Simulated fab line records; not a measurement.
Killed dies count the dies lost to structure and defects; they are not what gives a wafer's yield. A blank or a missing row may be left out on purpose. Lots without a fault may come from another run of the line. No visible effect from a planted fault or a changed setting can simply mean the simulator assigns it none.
Struck lot and sound lot, side by side -- flow sky130 -- 43 steps out of a route of 708
Sound: wafers L624.1, L624.4, L624.6. Wafers L632.2, L632.3, L632.5 were the ones struck. The cause comes at the end.
Per side, at each step with rows, come the tool, then ch with its chambers, and then its first start. Under that, the readings that differ: sound wafers -- struck wafers -- difference of the means -- sigmas: that difference in standard deviations of wafers without a fault.
alike: words and numbers the same on both sides, and readings whose means are apart by under 2 such deviations; not compared: readings that were withheld, readings missing a value for some wafer, numbers with overlapping values and no deviation given by the record, and bounds like >300 which may hide the same value.
Wherever a step has rows on one side only, a row that says differs or no value, or a row with sigmas, the two part there. Numbers that don't overlap but have no deviation are shown without sigmas and don't part them. A reading that every wafer of one side lacks parts them only if that side has two wafers or more.

first, 1 step without rows for these wafers: SKY_LI_CONTACT_CMP_02 (polishes PSG).
SKY_LI_CONTACT_BOW_MEAS_03:
  struck on film metro-04, day 32 07:40; sound on film metro-02, day 29 19:36
  alike: LI_CONTACT_BOW
then, 8 steps without rows for these wafers: SKY_LI_CONTACT_DEHYDRATE_04 (time 60 s); SKY_LI_CONTACT_HMDS_05 (prime time 60 s); SKY_LI_CONTACT_COAT_06 (resist thk 60 nm); SKY_LI_CONTACT_COAT_07 (resist thk 450 nm); SKY_LI_CONTACT_SOFTBAKE_08 (time 90 s); SKY_LI_CONTACT_EXPOSE_09 (exposes mask LICM1, target cd 170 nm); SKY_LI_CONTACT_PEB_10; SKY_LI_CONTACT_DEVELOP_11 (develop time 60 s).
SKY_LI_CONTACT_CD_MEAS_12: the cd target is 170 nm.
  struck on cd sem-02, day 33 11:41; sound on cd sem-02, day 31 00:19
  alike: cd nm
SKY_LI_CONTACT_OVL_MEAS_13:
  struck on overlay-02, day 33 11:47; sound on overlay-02, day 31 00:26
  alike: LI_CONTACT_OVL
SKY_LI_CONTACT_ETCH_14: etches BARC in N2/H2, stops on SiO2, time 45.9 s, target depth 60 nm.
  sound on rie diel-02 ch 1,2,3, day 31 00:28; struck on rie diel-02 ch 1,3, day 33 11:49
  alike: drypump motor current A, oes product au, throttle valve pct
  not compared: rf hours counter h
SKY_LI_CONTACT_ETCH_15: etches PSG in C4F8/O2/Ar, stops on Si, target depth 600 nm.
  sound on rie diel-02 ch 1,2,3, day 31 00:31; struck on rie diel-02 ch 1,3, day 33 11:51
  alike: oes product au
SKY_LI_CONTACT_STRIP_16: strips in O2/N2.
  sound on plasma asher-03 ch 0,1, day 31 00:36; struck on plasma asher-01 ch 0, day 33 11:56
  alike: drypump motor current A, oes product au, strip time to endpoint s
  not compared: rf hours counter h
then, 2 steps without rows for these wafers: SKY_LI_CONTACT_CLEAN_17 (cleans in NMP, time 600 s); SKY_LI_CONTACT_PRE_CLEAN_18 (time 5.6 s).
SKY_LI_CONTACT_SPUTTER_19: material Ti, target thk 20 nm, time 106.37 s.
  struck on pvd sputter-03, day 33 12:17; sound on pvd sputter-02, day 31 00:53
reading,sound,struck,difference,sigmas
throttle valve pct (%),29.2 31.6 31.7,29.2 28.9 28.8,-1.9,-2
then, 2 steps without rows for these wafers: SKY_LI_CONTACT_SPUTTER_20 (material TiN, target thk 20 nm, time 80 s); SKY_LI_CONTACT_CVD_21 (deposits W, target thk 400 nm, time 120.56 s).
SKY_LI_CONTACT_RS_MEAS_22: uses a four-point probe to measure.
  struck on film metro-02, day 33 12:34; sound on film metro-02, day 31 01:09
  alike: LI_CONTACT_W_RS
SKY_LI_CONTACT_THK_MEAS_23: measures by xrf.
  struck on film metro-02, day 33 12:41; sound on film metro-02, day 31 01:16
  alike: LI_CONTACT_W_THK
then, 2 steps without rows for these wafers: SKY_LI_CONTACT_CMP_24 (polishes, stops on PSG, t overpolish 20 s, target thk 0 nm); SKY_LOCAL_INTERCONNECT_SPUTTER_00 (material TiN, target thk 100 nm, time 83.3 s).
SKY_LOCAL_INTERCONNECT_RS_MEAS_01: uses a four-point probe to measure.
  struck on film metro-01, day 33 13:07; sound on film metro-01, day 31 01:42
  alike: LOCAL_INTERCONNECT_TIN_RS
SKY_LOCAL_INTERCONNECT_THK_MEAS_02: measures by xrf.
  struck on film metro-01, day 33 13:14; sound on film metro-01, day 31 01:49
  alike: LOCAL_INTERCONNECT_TIN_THK
then, 8 steps without rows for these wafers: SKY_LOCAL_INTERCONNECT_DEHYDRATE_03 (time 60 s); SKY_LOCAL_INTERCONNECT_HMDS_04 (prime time 60 s); SKY_LOCAL_INTERCONNECT_COAT_05 (resist thk 60 nm); SKY_LOCAL_INTERCONNECT_COAT_06 (resist thk 450 nm); SKY_LOCAL_INTERCONNECT_SOFTBAKE_07 (time 90 s); SKY_LOCAL_INTERCONNECT_EXPOSE_08 (exposes mask LI1M, target cd 170 nm); SKY_LOCAL_INTERCONNECT_PEB_09; SKY_LOCAL_INTERCONNECT_DEVELOP_10 (develop time 60 s).
SKY_LOCAL_INTERCONNECT_CD_MEAS_11: the cd target is 170 nm.
  struck on cd sem-02, day 34 16:51; sound on cd sem-01, day 32 04:29
  alike: cd nm
SKY_LOCAL_INTERCONNECT_OVL_MEAS_12:
  struck on overlay-02, day 34 16:58; sound on overlay-02, day 32 04:36
  alike: LOCAL_INTERCONNECT_OVL
SKY_LOCAL_INTERCONNECT_ETCH_13: etches BARC in N2/H2, stops on SiO2, time 45.9 s, target depth 60 nm.
  sound on rie metal-04 ch 1, day 32 04:38; struck on rie metal-04 ch 0, day 34 16:59
  alike: drypump motor current A, oes product au, throttle valve pct
  not compared: rf hours counter h
then, 1 step without rows for these wafers: SKY_LOCAL_INTERCONNECT_METAL_ETCH_14 (etches TiN in Cl2/BCl3, stops on PSG, target depth 110 nm, time 31.4 s).
SKY_LOCAL_INTERCONNECT_STRIP_15: strips in O2/N2.
  sound on plasma asher-03 ch 1, day 32 04:45; struck on plasma asher-04 ch 1, day 34 17:06
  alike: drypump motor current A, oes product au, strip time to endpoint s
  not compared: rf hours counter h
then, 3 steps without rows for these wafers: SKY_LOCAL_INTERCONNECT_STRIP_16 (strips in post etch residue remover, time 1200 s); SKY_LOCAL_INTERCONNECT_CLEAN_17 (cleans in IPA, time 180 s); SKY_LOCAL_INTERCONNECT_CLEAN_18 (cleans in O3/DIW).
-- a jump in the record: the struck wafers' starts before and after are 14 days apart (it breaks off in module LOCAL_INTERCONNECT and resumes in module PAD_OPEN, where the first step shown is number 708 of the route) --
SKY_PAD_OPEN_PROBE_99:
  the record has rows for the struck wafers here (prober-02, day 48 22:32) and none for the sound ones

## WHERE THEY PART
At SKY_LI_CONTACT_SPUTTER_19 first; at SKY_PAD_OPEN_PROBE_99 last (within this record only).

WHY: what had been put in by the simulator
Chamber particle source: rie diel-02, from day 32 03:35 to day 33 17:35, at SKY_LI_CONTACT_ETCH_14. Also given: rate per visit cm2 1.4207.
